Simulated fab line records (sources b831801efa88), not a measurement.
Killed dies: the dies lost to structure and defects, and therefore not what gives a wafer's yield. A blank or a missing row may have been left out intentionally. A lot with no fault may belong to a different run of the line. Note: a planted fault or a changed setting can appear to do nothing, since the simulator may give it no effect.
Problem report, 8D (eight disciplines) form, completed by code    flow gf180mcu    the parts of the form that need people (team, actions taken, sign-off) are left out

== 1. WHAT IS WRONG ==
cd-nm at GF_STI_CD_MEAS_12 reads a mean of 210.0 nm on 3 wafers of 2 lots; wafers without a fault read 219.9 nm with a standard deviation of 1.3. Relative to the usual mean, that is a shift of -7.6 standard deviations.
The step: target cd 220 nm.
First seen on wafer L894.4, day 5 09:36, on cd-sem-01. Wafers with a number at this step in the record: 40, from 14 lots. Rule for "out", or "out of limits": more than 4 standard deviations from the usual mean. The rest of the wafers with a number are treated as sound.

== 2. WHAT THIS IS AND IS NOT ==
question                     is                      is not
which readings at this step  cd-nm                   -
which lots                   L894, L897              L879, L880, L881, L883, L885, L887, L888, L890, L891, L893, L900, L901
which wafers of those lots   L894.4, L897.2, L897.4  L894.6
read on which gauges         cd-sem-01               cd-sem-02
when                         from day 5 09:36        up to then (31 sound wafers); but 6 sound wafers of L900, L901 came after

== 3. THE SUSPECTS, EACH WITH WHAT RULES IT OUT ==
Counting: any tool at a process step up to the reading remains a suspect provided it ran every lot that is out. Sound lots after the first of them don't rule it out here, since some wafers of a struck lot are sound.
- the gauge at GF_STI_CD_MEAS_12: kept. All the wafers that are out were read on cd-sem-01, and no step on other tools shows them out.
- krf-scanner-01 at GF_STI_EXPOSE_09 (exposes mask COMP, target cd 220 nm): kept. It processed each lot that is out (first: L894, day 5 02:46); up to then, its last sound lot is L893 (day 4 19:10).
The count leaves cd-sem-01 at GF_STI_CD_MEAS_12 and krf-scanner-01 at GF_STI_EXPOSE_09.

== 4. THE CAUSE (what the simulator had put in) ==
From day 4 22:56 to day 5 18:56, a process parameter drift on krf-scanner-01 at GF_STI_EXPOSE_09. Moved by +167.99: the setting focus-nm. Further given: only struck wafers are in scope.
Counting leaves 2 suspects; this tool is one of them.

== 5. THE CHAIN OF EFFECTS, in route order ==
Each row: a reading whose mean over the struck wafers that have a number lies more than 3 standard deviations from the usual. Only readings whose record carries a usual standard deviation are examined. hours: median over the lots of the time between each lot's start at the first step of this table that gives one and its start at this step. sigmas: the change, counted in usual standard deviations.
hours  step               reading  usual     on struck wafers  change  sigmas
0      GF_STI_CD_MEAS_12  cd-nm    219.9 nm  210.0             -9.9    -7.6
Later measuring or inspecting steps at which every struck wafer that the step has a row for has a number for every such reading, and none has moved that far: GF_VT_IMPLANT_TW_MEAS_10, GF_VT_IMPLANT_RS_MEAS_47.

== 6. HOW IT WOULD HAVE BEEN CAUGHT EARLIER ==
In this record the first reading out of limits at a measuring or inspecting step was taken at day 5 09:36, 11 hours after the fault began at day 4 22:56.
Tool readings at GF_STI_EXPOSE_09 with a usual standard deviation given in the record: none out on any struck wafer, hence no alarm at a limit of 4 standard deviations on them.
Of the lots that are out (2), L897 began GF_STI_EXPOSE_09 on krf-scanner-01 after day 5 09:36. It would have been spared by a hold on the tool at that moment.
